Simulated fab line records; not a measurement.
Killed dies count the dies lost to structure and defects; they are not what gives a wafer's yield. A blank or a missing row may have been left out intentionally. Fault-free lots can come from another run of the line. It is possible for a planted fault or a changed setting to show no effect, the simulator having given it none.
Matching of chambers / flow sky130 / 4 sister chambers for SKY_FIELD_ISO_ETCH_17 on rieSi-02
The step etches Si in HBr/Cl2/O2, target depth 342 nm, time 97.7 s. 8 wafers are shown with their chamber, then 9 later ones without.

## WAFERS WITH THEIR CHAMBER
wafer=L213.5; chamber=3; drypumpMotorCurrentA (A)=5.7; oesProductAu (a.u.)=1.007
wafer=L224.2; chamber=0; drypumpMotorCurrentA (A)=5.3; oesProductAu (a.u.)=0.988
wafer=L224.4; chamber=1; drypumpMotorCurrentA (A)=5.8; oesProductAu (a.u.)=1.001
wafer=L226.3; chamber=1; drypumpMotorCurrentA (A)=5.9; oesProductAu (a.u.)=0.996
wafer=L226.4; chamber=0; drypumpMotorCurrentA (A)=5.3; oesProductAu (a.u.)=0.990
wafer=L228.4; chamber=2; drypumpMotorCurrentA (A)=5.9; oesProductAu (a.u.)=0.996
wafer=L228.5; chamber=3; drypumpMotorCurrentA (A)=5.7; oesProductAu (a.u.)=1.005
wafer=L228.6; chamber=2; drypumpMotorCurrentA (A)=5.9; oesProductAu (a.u.)=0.998

## WAFERS WHOSE CHAMBER IS MISSING
wafer=L230.1; drypumpMotorCurrentA (A)=5.9; oesProductAu (a.u.)=1.003
wafer=L230.3; drypumpMotorCurrentA (A)=5.3; oesProductAu (a.u.)=1.004
wafer=L230.5; drypumpMotorCurrentA (A)=5.7; oesProductAu (a.u.)=0.997
wafer=L232.2; drypumpMotorCurrentA (A)=5.7; oesProductAu (a.u.)=0.994
wafer=L232.3; drypumpMotorCurrentA (A)=5.2; oesProductAu (a.u.)=0.989
wafer=L232.5; drypumpMotorCurrentA (A)=5.7; oesProductAu (a.u.)=1.000
wafer=L234.2; drypumpMotorCurrentA (A)=5.7; oesProductAu (a.u.)=1.007
wafer=L234.3; drypumpMotorCurrentA (A)=6.0; oesProductAu (a.u.)=1.004
wafer=L234.4; drypumpMotorCurrentA (A)=5.7; oesProductAu (a.u.)=1.016

## WHICH CHAMBER EACH WENT THROUGH
wafer=L230.1; from the rows above=can't be placed: 1 or 2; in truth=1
wafer=L230.3; from the rows above=0; in truth=0
wafer=L230.5; from the rows above=can't be placed: 3 or 1 or 2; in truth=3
wafer=L232.2; from the rows above=can't be placed: 1 or 3 or 2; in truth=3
wafer=L232.3; from the rows above=0; in truth=0
wafer=L232.5; from the rows above=can't be placed: 3 or 1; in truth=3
wafer=L234.2; from the rows above=3; in truth=3
wafer=L234.3; from the rows above=can't be placed: 2 or 1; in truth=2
wafer=L234.4; from the rows above=3; in truth=3
4 of 9 placed correctly. Cannot be placed on the basis of these rows: 5; the candidates contain the true chamber in 5. Placed wrongly: 0.
How it was worked out, from the rows above alone: a wafer's distance from a chamber is the root of the sum, over the readings, of the square of ((its reading less the chamber's mean) divided by the reading's scatter). If the next closest chamber is less than 2 further off than the closest, the wafer can't be placed; otherwise it belongs to the closest. Each chamber's mean is taken over the wafers shown for it. The scatter: the root of (the sum of the squares of (reading less its chamber's mean) over the shown wafers, divided by (wafers less chambers)).
